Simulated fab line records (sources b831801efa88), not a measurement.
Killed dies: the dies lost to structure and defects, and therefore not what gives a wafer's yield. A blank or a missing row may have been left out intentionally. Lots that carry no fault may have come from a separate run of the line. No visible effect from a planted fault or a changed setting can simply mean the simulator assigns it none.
A lot that was struck, set against a sound lot :: flow sfq-line :: 21 steps out of a route of 325
Sound: these wafers, L520.2, L520.3, L520.4. Struck: wafers L528.1, L528.5, L528.6. The cause is given at the end.
Order at every step that has rows: each side's tool, ch and its chambers, its first start. Under that, the readings that differ: sound wafers :: struck wafers :: difference of the means :: sigmas: that difference in standard deviations of wafers without a fault.
alike: readings whose means differ by less than 2 such deviations, and words and numbers that are the same on both sides. not compared: withheld readings, readings that some wafer has no value for, bounds like >300 that may hide the same value, and numbers for which the record gives no deviation and whose values overlap.
Wherever a step has rows on one side only, a row that says differs or no value, or a row with sigmas, the two part there. Numbers that have no deviation but don't overlap get no sigmas and don't part them. A reading missing from all wafers of one side parts the sides only when that side holds two or more wafers.

first, 2 steps without rows for these wafers: SFQ_TRILAYER_M7_LITHO_PEB_180 (peb time 60 s); SFQ_TRILAYER_M7_LITHO_DEVELOP_179 (time 60 s).
SFQ_M7_OVL_MEAS_945:
  struck on overlay-02, day 82 03:13; sound on overlay-01, day 80 23:13
  alike: M7_OVL
SFQ_TRILAYER_M7_BARC_OPEN_METAL_ETCH_229: etches BARC in O2, target depth 125 nm, time 41.7 s.
  sound on rie-metal-03 ch 0,1, day 80 23:15; struck on rie-metal-01 ch 0,1, day 82 03:15
  alike: chamber-pressure-mTorr, drypump-motor-current-A, oes-product-au
  not compared: rf-hours-counter-h
SFQ_TRILAYER_M7_ETCH_METAL_ETCH_180: etches Nb in Cl2/Ar, stops on SiO2, target depth 240 nm, time 120 s.
  sound on rie-metal-03 ch 0,1, day 80 23:19; struck on rie-metal-01 ch 0,1, day 82 03:19
  alike: chamber-pressure-mTorr, drypump-motor-current-A, oes-product-au
  not compared: rf-hours-counter-h
then, 2 steps without rows for these wafers: SFQ_TRILAYER_M7_STRIP_STRIP_181 (strips in O2); SFQ_TRILAYER_M7_STRIP_SOLV_CLEAN_182 (cleans in NMP, time 600 s).
SFQ_TRILAYER_I7_DEP_PECVD_183: deposits SiO2 from SiH4/N2O, time 111.11 s, target thk 500 nm.
  sound on pecvd-02 ch 1,2, day 81 00:13; struck on pecvd-01 ch 0,1,2, day 82 04:13
  alike: heater-power-outer-w, heater-power-w, throttle-valve-pct
then, 1 step without rows for these wafers: SFQ_TRILAYER_I7_CMP_CMP_184 (polishes SiO2).
SFQ_I7_BOW_MEAS_946:
  struck on film-metro-04, day 82 07:17; sound on film-metro-04, day 81 03:19
reading: I7_BOW (um)
sound: -19 -17 -16
struck: 6 6 5
difference: +23
sigmas: +2
SFQ_TRILAYER_I7_METRO_MEASURE_185:
  struck on film-metro-04, day 82 07:25; sound on film-metro-04, day 81 03:37
  alike: thk-nm
then, 1 step without rows for these wafers: SFQ_TRILAYER_I7_VIA_LITHO_COAT_192 (resist thk 62 nm).
SFQ_TRILAYER_I7_VIA_LITHO_COAT_187: resist thk 650 nm.
  sound on litho-track-02 ch 0, day 81 04:58; struck on litho-track-01 ch 0, day 82 08:55
reading: dispense-pressure-kPa (kPa)
sound: 52.2 52.2 52.2
struck: 48.3 48.2 48.2
difference: -4.0
sigmas: -2

reading: spin-speed-rpm (rpm)
sound: 3002.5 2997.2 3000.0
struck: 2647.4 2647.7 2648.9
difference: -351.9
sigmas: -99 or more

reading: model.KrF_of_TRILAYER_I7_VIA_LITHO_COAT_187.thk-nm (nm)
sound: 647.8 645.9 646
struck: 690.3 691 691.6
difference: +44.4
sigmas: 
then, 4 steps without rows for these wafers: SFQ_TRILAYER_I7_VIA_LITHO_SOFTBAKE_191; SFQ_TRILAYER_I7_VIA_LITHO_EXPOSE_188 (exposes mask I7, target cd 1000 nm); SFQ_TRILAYER_I7_VIA_LITHO_PEB_190 (peb time 60 s); SFQ_TRILAYER_I7_VIA_LITHO_DEVELOP_189 (time 60 s).
-- the record jumps here: 4 days lie between the struck wafers' starts before and after --
SFQ_I7_OVL_MEAS_947:
  struck on overlay-01, day 86 00:35; sound on overlay-02, day 81 08:55
reading: I7_OVL (nm)
sound: 4 11 0
struck: -4 -8 -8
difference: -12
sigmas: -2
SFQ_TRILAYER_I7_VIA_BARC_OPEN_VIA_ETCH_260: etches BARC in O2, target depth 125 nm, time 41.7 s.
  sound on rie-diel-03 ch 1,2,3, day 81 08:57; struck on rie-diel-01 ch 0,1, day 86 00:37
  alike: chamber-pressure-mTorr, drypump-motor-current-A, oes-product-au
  not compared: rf-hours-counter-h
SFQ_TRILAYER_I7_VIA_ETCH_VIA_ETCH_190: etches SiO2 in CHF3, stops on Nb, target depth 260 nm.
  sound on rie-diel-03 ch 1,2,3, day 81 08:59; struck on rie-diel-01 ch 0,1, day 86 00:40
reading: model.KrF_of_TRILAYER_I7_VIA_LITHO_COAT_187.thk-nm (nm)
sound: 525.8 524.5 524.1
struck: 568 571.2 569
difference: +45
sigmas: 
  alike: chamber-pressure-mTorr, drypump-motor-current-A, oes-product-au
then, 1 step without rows for these wafers: SFQ_TRILAYER_I7_VIA_STRIP_STRIP_191 (strips in O2).

== WHERE THEY PART ==
Earliest at SFQ_I7_BOW_MEAS_946; latest, in this record, at SFQ_I7_OVL_MEAS_947. Later steps at which nothing parts them and some readings are alike: SFQ_TRILAYER_I7_VIA_BARC_OPEN_VIA_ETCH_260, SFQ_TRILAYER_I7_VIA_ETCH_VIA_ETCH_190.

WHY: what had been put in by the simulator
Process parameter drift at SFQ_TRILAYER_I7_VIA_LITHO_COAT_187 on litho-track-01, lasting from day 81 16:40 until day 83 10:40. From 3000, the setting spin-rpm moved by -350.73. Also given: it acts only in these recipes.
